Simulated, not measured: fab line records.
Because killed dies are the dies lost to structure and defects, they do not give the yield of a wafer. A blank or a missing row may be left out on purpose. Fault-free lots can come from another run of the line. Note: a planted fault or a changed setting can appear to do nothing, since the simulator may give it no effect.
A single fault, viewed from 2 desks    flow gf180mcu    each desk has only its own numbers; what lay behind them comes last
Where a reading is given only as a bound, like >300, the bound stands for it, and a mean or a difference that rests on one is marked > or <: the true number lies beyond.

## FROM THE METROLOGY DESK
What the gauges read, lot by lot, whatever tool the lot ran on: means of the sampled wafers that have a number. The brackets show how far a lot's mean lies from the usual mean; more than 4 standard deviations puts the lot out of limits, marked OUT.
Columns: A = M1_OVL at GF_M1_OVL_MEAS_15, usual 4 nm; B = V1_W_RS at GF_V1_RS_MEAS_24, usual 0.329 ohm/sq; C = V1_W_THK at GF_V1_THK_MEAS_25, usual 349 nm
lot   first seen here  A   B                         C
L773  day 17 08:37     2   0.327                     349
L774  day 17 16:04     6   0.331                     346
L775  day 18 05:55     1   0.332                     345
L776  day 18 06:13     5   0.329                     353
L777  day 18 16:37     5   0.329                     347
L779  day 19 10:04     -1  0.333                     342
L782  day 20 09:39     3   0.332                     344
L783  day 20 17:54     0   0.328                     355
L784  day 21 03:04     -6  0.329                     353
L787  day 22 09:07     1   44.330 (+99 or more) OUT  <0 (<-74) OUT
L788  day 22 16:52     -1  43.212 (+99 or more) OUT  <0 (<-74) OUT
L789  day 23 07:01     10  43.970 (+99 or more) OUT  <0 (<-74) OUT
L790  day 23 09:34     -1  0.325                     359
L795  day 24 16:39     5   0.326                     357
L796  day 24 22:52     5   0.330                     347
Per this desk, out of limits: L787, L788, L789; the first was L787, day 23 11:22 (V1_W_RS at GF_V1_RS_MEAS_24). Within limits: L773, L774, L775, L776, L777, L779, L782, L783, L784, L790, L795, L796.

## FOR THE TOOL OWNER'S DESK: cvdW-02
The tool's own readings at GF_V1_CVD_23 (deposits W, target thk 350 nm, time 105.05 s): means of the sampled wafers that have a number, for each lot that ran on this tool. The brackets show how far a lot's mean lies from the usual mean; more than 4 standard deviations puts the lot out of limits, marked OUT.
Columns: A = chamberPressureTorr at GF_V1_CVD_23, usual 40.00 Torr; B = heaterPowerOuterW at GF_V1_CVD_23, usual 557 W; C = heaterPowerW at GF_V1_CVD_23, usual 887 W
lot   first seen here  A      B    C
L773  day 18 10:43     39.97  572  913
L774  day 18 18:05     40.03  530  838
L776  day 19 08:21     39.96  533  879
L782  day 21 11:50     39.96  547  861
L783  day 21 20:04     39.95  552  874
L790  day 24 09:52     40.04  556  867
L795  day 25 16:25     40.07  556  877
Finding of this desk: none of the 7 lots has anything out of limits.

## TAKEN TOGETHER
An alarm was possible from the metrology desk at day 23 11:22, on L787, L788, L789.
Nothing out of limits was seen by the tool owner's desk.
The tool owner's desk has no number on record for L787, L788, L789.
On cvdW-02, each named lot ran GF_V1_CVD_23.

## WHAT THE SIMULATOR PUT IN
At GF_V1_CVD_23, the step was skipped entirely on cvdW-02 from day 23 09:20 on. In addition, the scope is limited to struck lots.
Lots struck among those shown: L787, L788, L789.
Time in hours between the start of the fault and the first out-of-limits reading at each desk: metrology desk, 2.
